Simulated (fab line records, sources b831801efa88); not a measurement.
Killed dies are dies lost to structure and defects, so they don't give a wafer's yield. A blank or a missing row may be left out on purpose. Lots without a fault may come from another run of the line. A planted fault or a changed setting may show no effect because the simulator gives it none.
Chamber matching | flow sky130 | SKY_CONTACT_CMP_27 on cmp-01: 4 sister chambers
The step polishes, stops on SiO2, t overpolish 15 s, target thk 0 nm. 16 wafers are shown with their chamber, then 7 later ones without.

WAFERS WITH THEIR CHAMBER
wafer  | chamber | motor_current_A (A) | platen_rpm (rpm) | time_to_endpoint_s (s)
L487.3 | 2       | 12.1                | 59.98            | 77.7
L487.5 | 0       | 11.9                | 60.02            | 76.0
L487.6 | 1       | 10.1                | 60.01            | 71.3
L488.1 | 1       | 10.3                | 59.98            | 78.3
L488.2 | 0       | 11.4                | 60.00            | 80.5
L488.6 | 0       | 11.8                | 60.00            | 76.6
L489.2 | 2       | 12.7                | 59.99            | 82.8
L489.4 | 3       | 9.4                 | 60.04            | 82.6
L489.6 | 2       | 12.5                | 60.02            | 81.5
L490.3 | 1       | 10.6                | 59.96            | 78.6
L490.4 | 3       | 9.6                 | 60.01            | 81.6
L490.6 | 1       | 10.4                | 59.98            | 81.2
L492.1 | 1       | 9.9                 | 59.95            | 79.0
L492.3 | 0       | 11.5                | 60.06            | 78.7
L492.6 | 2       | 11.4                | 60.02            | 78.4
L491.2 | 3       | 10.1                | 60.04            | 81.7

SIGNATURES (means of the wafers above)
reading            | chamber 0 | chamber 1 | chamber 2 | chamber 3 | scatter within a chamber
motor_current_A    | 11.650    | 10.260    | 12.175    | 9.700     | 0.377
platen_rpm         | 60.0200   | 59.9760   | 60.0025   | 60.0300   | 0.0231
time_to_endpoint_s | 77.950    | 77.680    | 80.100    | 81.967    | 2.7
Rule: a wafer's distance from a chamber is the root of the sum, over the readings, of the square of ((its reading less the chamber's mean) divided by the reading's scatter). The wafer belongs to the nearest chamber; if the next one is less than 2 further off, it can't be placed. The scatter: the root of (the sum of the squares of (reading less its chamber's mean) over the shown wafers, divided by (wafers less chambers)).

WAFERS WITHOUT THEIR CHAMBER
wafer  | motor_current_A (A) | platen_rpm (rpm) | time_to_endpoint_s (s)
L491.3 | 12.0                | 59.96            | 79.1
L491.5 | 11.3                | 60.03            | 81.5
L496.1 | 9.3                 | 59.94            | 81.3
L496.5 | 10.3                | 59.98            | 80.6
L504.1 | 9.5                 | 60.04            | 77.3
L504.3 | 11.2                | 60.09            | 77.3
L504.4 | 11.6                | 60.02            | 78.8

WHICH CHAMBER EACH WENT THROUGH
wafer  | from the rows above          | in truth
L491.3 | can't be placed: 2 or 0      | 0
L491.5 | can't be placed: 0 or 2      | 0
L496.1 | can't be placed: 1 or 3      | 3
L496.5 | can't be placed: 1 or 3      | 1
L504.1 | can't be placed: 3 or 1      | 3
L504.3 | can't be placed: 0 or 2 or 3 | 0
L504.4 | can't be placed: 0 or 2      | 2
Placed correctly: 0 of 7. Can't be placed from these rows: 7 (the true chamber is among the candidates in 7). Placed wrongly: 0.
